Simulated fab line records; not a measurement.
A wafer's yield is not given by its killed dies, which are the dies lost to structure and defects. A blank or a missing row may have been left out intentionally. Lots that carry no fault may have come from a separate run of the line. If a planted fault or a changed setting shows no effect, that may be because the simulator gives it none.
What tool caused it? | flow sky130 | 24 lots with 72 wafers sampled at 2 steps, on a route of 708 steps

== WHAT THE GAUGES SHOWED, per wafer ==
SKY_METAL1_OVL_MEAS_16.
lot  | measured     | on         | METAL1_OVL (nm)
L074 | day 32 22:25 | overlay-02 | -5 1 2
L075 | day 33 03:07 | overlay-01 | 8 3 0
L076 | day 33 14:20 | overlay-02 | 0 5 -6
L077 | day 34 15:22 | overlay-02 | -10 -4 -6
L078 | day 34 22:59 | overlay-02 | -10 -4 -13
L079 | day 35 07:49 | overlay-02 | -9 -3 -9
L081 | day 35 15:34 | overlay-01 | 3 -4 1
L080 | day 35 17:21 | overlay-02 | -6 -6 -7
L082 | day 36 09:17 | overlay-02 | -1 1 -6
L084 | day 36 12:23 | overlay-01 | -4 3 -7
L083 | day 36 15:31 | overlay-01 | 9 7 0
L085 | day 36 18:55 | overlay-01 | -13 -14 -11
L086 | day 37 00:31 | overlay-01 | -6 -6 1
L087 | day 37 20:58 | overlay-02 | -4 0 1
L088 | day 37 22:49 | overlay-01 | -3 -7 -14
L089 | day 38 03:37 | overlay-01 | -5 -2 -1
L090 | day 38 08:40 | overlay-01 | -9 -10 -2
L091 | day 38 09:49 | overlay-01 | 1 10 -5
L092 | day 38 13:28 | overlay-01 | 8 13 0
L093 | day 39 01:58 | overlay-01 | -3 -2 3
L094 | day 39 08:04 | overlay-02 | -7 -3 1
L095 | day 39 20:59 | overlay-02 | -7 -3 7
L096 | day 39 21:49 | overlay-02 | -5 1 -1
L097 | day 39 23:25 | overlay-01 | 7 4 1

== WHICH TOOL RAN EACH LOT (tool, then ch and the chambers of the sampled wafers, then the start) ==
lot  | SKY_CONTACT_CVD_24
L074 | cvd_w-02 ch 0,1, day 31 18:07
L075 | cvd_w-01 ch 0,1, day 31 22:10
L076 | cvd_w-01 ch 0,1, day 32 11:14
L077 | cvd_w-02 ch 1, day 33 11:49
L078 | cvd_w-01 ch 0,1, day 33 19:54
L079 | cvd_w-01 ch 0,1, day 34 04:34
L081 | cvd_w-01 ch 0,1, day 34 13:32
L080 | cvd_w-01 ch 0,1, day 34 14:32
L082 | cvd_w-01 ch 0,1, day 35 05:38
L084 | cvd_w-02 ch 0,1, day 35 09:01
L083 | cvd_w-02 ch 0,1, day 35 12:12
L085 | cvd_w-01 ch 0,1, day 35 16:04
L086 | cvd_w-02 ch 0,1, day 35 21:58
L087 | cvd_w-02 ch 0, day 36 18:13
L088 | cvd_w-02 ch 0,1, day 36 19:45
L089 | cvd_w-01 ch 0,1, day 37 00:52
L090 | cvd_w-01 ch 0, day 37 05:42
L091 | cvd_w-02 ch 0,1, day 37 06:57
L092 | cvd_w-02 ch 0,1, day 37 10:58
L093 | cvd_w-01 ch 0,1, day 37 23:37
L094 | cvd_w-02 ch 0,1, day 38 05:59
L095 | cvd_w-02 ch 0, day 38 19:25
L096 | cvd_w-02 ch 0,1, day 38 19:41
L097 | cvd_w-02 ch 0,1, day 38 21:41
- SKY_CONTACT_CVD_24: deposits W, target thk 340 nm, time 102.12 s.

== AS READ BY THE TOOLS THEMSELVES (means over the sampled wafers that have a number; for cases with no such wafer, the mark the record gives instead) ==
SKY_CONTACT_CVD_24.
lot  | tool     | chamber_pressure_Torr (Torr) | heater_power_w (W)
L074 | cvd_w-02 | 40.00                        | 876
L075 | cvd_w-01 | 40.00                        | 917
L076 | cvd_w-01 | 40.05                        | 927
L077 | cvd_w-02 | 39.99                        | 906
L078 | cvd_w-01 | 40.03                        | 912
L079 | cvd_w-01 | 40.04                        | 898
L081 | cvd_w-01 | 39.96                        | 942
L080 | cvd_w-01 | 40.04                        | 926
L082 | cvd_w-01 | 40.06                        | 936
L084 | cvd_w-02 | 39.92                        | 882
L083 | cvd_w-02 | 40.02                        | 896
L085 | cvd_w-01 | 40.05                        | 903
L086 | cvd_w-02 | 39.99                        | 902
L087 | cvd_w-02 | 40.04                        | 871
L088 | cvd_w-02 | 39.98                        | 904
L089 | cvd_w-01 | 40.02                        | 909
L090 | cvd_w-01 | 39.94                        | 958
L091 | cvd_w-02 | 40.05                        | 894
L092 | cvd_w-02 | 40.03                        | 906
L093 | cvd_w-01 | 40.07                        | 940
L094 | cvd_w-02 | 40.00                        | 911
L095 | cvd_w-02 | 39.93                        | 869
L096 | cvd_w-02 | 39.94                        | 894
L097 | cvd_w-02 | 40.10                        | 896

== THE ANSWER, worked out from the rows above alone ==
Rule: the usual values come from the lots themselves. Put in order of their means at a reading, lots are off if they are a third of the lots or fewer, leave a main group of 4 or more, and stand apart from it by a gap of 3 or more times the standard deviation of the main group's means; of several such gaps the widest counts. A main group is skipped when, at the precision printed for the reading in the tables above, its means are all equal. A lot without any number at a reading at which 4 lots or more have one is off too. Where the step has rows for the other lots, those lots are counted as sound. The gauges are gone through in route order, then the tools' own readings, and for those a lot's mean is taken as printed above. The first step at which some lot is off is used, and at that step the reading that is off furthest; a lot without a number counts as furthest.
No lot is off at any reading shown: from this, nothing can be told.

== WHAT THE SIMULATOR PUT IN ==
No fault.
